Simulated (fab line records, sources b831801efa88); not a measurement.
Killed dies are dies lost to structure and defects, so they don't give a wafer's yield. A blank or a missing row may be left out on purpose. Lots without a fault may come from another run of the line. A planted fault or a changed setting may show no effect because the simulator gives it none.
One fault seen from 2 desks | flow sky130 | each desk has only its own numbers; what lay behind them comes last

THE TOOL OWNER'S DESK: cmp-02
The tool's own readings at SKY_CONTACT_CMP_27 (polishes, stops on SiO2, t overpolish 15 s, target thk 0 nm): means of the sampled wafers that have a number, for each lot that ran on this tool. A lot is out of limits, marked OUT, if its mean lies more than 4 standard deviations from the usual mean; the brackets give that distance.
Columns: A = motor_current_A at SKY_CONTACT_CMP_27, usual 10.9 A; B = overpolish_run_s at SKY_CONTACT_CMP_27, usual 14.999 s; C = retaining_ring_pressure_frac at SKY_CONTACT_CMP_27, usual 1.001; D = slurry_filter_dp_kPa at SKY_CONTACT_CMP_27, usual 13.53 kPa; E = time_to_endpoint_s at SKY_CONTACT_CMP_27, usual 80 s
lot  | first seen here | A    | B                        | C     | D     | E
L470 | day 31 17:13    | 9.8  | 15.003                   | 1.002 | 13.51 | 76
L478 | day 34 17:01    | 10.4 | 22.307 (+99 or more) OUT | 0.996 | 13.39 | 80
L479 | day 34 21:57    | 10.1 | 22.307 (+99 or more) OUT | 0.998 | 13.57 | 82
L487 | day 37 04:29    | 9.9  | 14.994                   | 1.005 | 13.54 | 80
L488 | day 37 10:08    | 10.2 | 14.992                   | 0.997 | 13.55 | 80
L491 | day 38 09:18    | 11.0 | 14.991                   | 1.004 | 13.65 | 80
This desk's finding: out of limits on L478, L479; first on L478, day 34 17:01 (overpolish_run_s at SKY_CONTACT_CMP_27). In limits: L470, L487, L488, L491.

THE METROLOGY DESK
What the gauges read, lot by lot, whatever tool the lot ran on: means of the sampled wafers that have a number. A lot is out of limits, marked OUT, if its mean lies more than 4 standard deviations from the usual mean; the brackets give that distance.
Columns: A = CONTACT_HDPCVD_THK at SKY_CONTACT_THK_MEAS_03, usual 564 nm; B = CONTACT_W_THK at SKY_CONTACT_THK_MEAS_26, usual 346 nm
lot  | first seen here | A   | B
L470 | day 30 12:31    | 560 | 345
L471 | day 31 00:46    | 568 | 350
L478 | day 33 12:22    | 564 | 351
L479 | day 33 17:14    | 565 | 339
L485 | day 35 09:25    | 568 | 346
L486 | day 35 10:29    | 572 | 353
L487 | day 36 00:46    | 561 | 346
L488 | day 36 06:28    | 561 | 347
L489 | day 36 12:29    | 558 | 342
L490 | day 36 18:50    | 565 | 343
L491 | day 37 06:12    | 564 | 350
L492 | day 38 00:42    | 567 | 350
L493 | day 38 05:21    | 557 | 351
This desk's finding: nothing out of limits on any of the 13 lots.

PUT TOGETHER
The tool owner's desk could have raised an alarm at day 34 17:01, on L478, L479.
The metrology desk saw nothing out of limits.
The metrology desk has L478, L479 on record, within its limits.
Of the lots named, all ran SKY_CONTACT_CMP_27 on cmp-02.

WHAT THE SIMULATOR HAD PUT IN
Process parameter drift: cmp-02, from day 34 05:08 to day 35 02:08, at SKY_CONTACT_CMP_27. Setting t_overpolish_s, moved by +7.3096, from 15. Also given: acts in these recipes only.
Lots struck among those shown: L478, L479.
Hours from the fault's start to each desk's first reading out of limits: the tool owner's desk, 12.
